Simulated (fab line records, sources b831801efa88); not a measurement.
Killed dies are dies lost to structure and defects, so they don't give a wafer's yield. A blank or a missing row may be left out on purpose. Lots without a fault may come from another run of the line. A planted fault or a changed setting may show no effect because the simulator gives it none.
Tool commonality check | flow gf180mcu | 13 lots, 39 wafers sampled

WHY IT WAS OPENED
At GF_PSD_RS_MEAS_14 the reading NSD_RS is flagged on 3 of 13 lots. Wafers without a fault read 46.13 ohm/sq, standard deviation 0.092.
Rule: a lot is flagged when every wafer of it that has a number lies more than 4 standard deviations from that mean, or none has a number. The other lots count as sound.

lot  | measured     | on            | NSD_RS (ohm/sq), wafer by wafer | flag
L206 | day 13 23:01 | film_metro-04 | 46.11 46.11 45.97               |
L207 | day 14 10:34 | film_metro-02 | 46.16 46.15 46.18               |
L209 | day 14 23:08 | film_metro-02 | 40.16 40.24 40.26               | FLAGGED
L210 | day 15 10:17 | film_metro-01 | 40.26 40.16 40.20               | FLAGGED
L211 | day 15 20:07 | film_metro-04 | 40.14 40.17 40.19               | FLAGGED
L217 | day 18 04:42 | film_metro-02 | 46.24 46.15 46.25               |
L218 | day 18 07:59 | film_metro-04 | 46.08 46.16 46.17               |
L219 | day 18 21:47 | film_metro-02 | 46.29 46.13 46.25               |
L221 | day 19 19:26 | film_metro-01 | 46.20 46.11 46.15               |
L224 | day 21 04:37 | film_metro-04 | 45.99 46.15 46.17               |
L225 | day 21 07:44 | film_metro-01 | 46.05 45.93 46.12               |
L226 | day 21 12:56 | film_metro-01 | 46.02 46.12 46.20               |
L228 | day 22 02:21 | film_metro-02 | 46.34 46.39 46.23               |
The numbers of the flagged lots are 40.20 ohm/sq on average: -5.93 ohm/sq against the usual, or -64 standard deviations.

WHICH TOOL RAN EACH LOT
The record holds 1 process step before the reading, out of a route of 602 steps. In each cell: the tool, then ch and the chambers that the sampled wafers went through, then the start.
lot  | flag    | GF_PSD_RTA_13
L206 |         | rtp_anneal-01 ch 0, day 13 22:56
L207 |         | rtp_anneal-01 ch 0, day 14 10:28
L209 | FLAGGED | rtp_anneal-01 ch 0, day 14 23:04
L210 | FLAGGED | rtp_anneal-01 ch 0, day 15 10:11
L211 | FLAGGED | rtp_anneal-01 ch 0, day 15 20:01
L217 |         | rtp_anneal-02 ch 0, day 18 04:37
L218 |         | rtp_anneal-01 ch 0, day 18 07:54
L219 |         | rtp_anneal-01 ch 0, day 18 21:41
L221 |         | rtp_anneal-01 ch 0, day 19 19:22
L224 |         | rtp_anneal-02 ch 0, day 21 04:31
L225 |         | rtp_anneal-02 ch 0, day 21 07:38
L226 |         | rtp_anneal-01 ch 0, day 21 12:51
L228 |         | rtp_anneal-02 ch 0, day 22 02:15
What these steps do:
- GF_PSD_RTA_13: time 20 s.
- GF_PSD_RS_MEAS_14: measures by four-point-probe.

FLAGGED OVER TOTAL, TOOL BY TOOL (the gauges that took the reading come last)
step              | tool          | lots run | flagged | share of the flagged lots | sound lots run after its first flagged lot
GF_PSD_RTA_13     | rtp_anneal-01 | 9        | 3       | all                       | 4 (L218,L219,L221,L226)
GF_PSD_RTA_13     | rtp_anneal-02 | 4        | 0       | none                      | -
GF_PSD_RS_MEAS_14 | film_metro-01 | 4        | 1       | some                      | 3 (L221,L225,L226)
GF_PSD_RS_MEAS_14 | film_metro-02 | 5        | 1       | some                      | 3 (L217,L219,L228)
GF_PSD_RS_MEAS_14 | film_metro-04 | 4        | 1       | some                      | 2 (L218,L224)

WHAT THE TABLE ALLOWS
1 row of the table ran every flagged lot: rtp_anneal-01 at GF_PSD_RTA_13.
- rtp_anneal-01 at GF_PSD_RTA_13: 3 of its 9 lots flagged. Sound lots ran on it after the first flagged one (L218, L219, L221, L226), which a lasting fault on the whole tool wouldn't allow. Its own readings lie more than 4 standard deviations out on every wafer of the flagged lots: wafer_temp_C_max.
No row of the table ran every flagged lot and no sound lot after the first.

WHAT THE SIMULATOR HAD PUT IN
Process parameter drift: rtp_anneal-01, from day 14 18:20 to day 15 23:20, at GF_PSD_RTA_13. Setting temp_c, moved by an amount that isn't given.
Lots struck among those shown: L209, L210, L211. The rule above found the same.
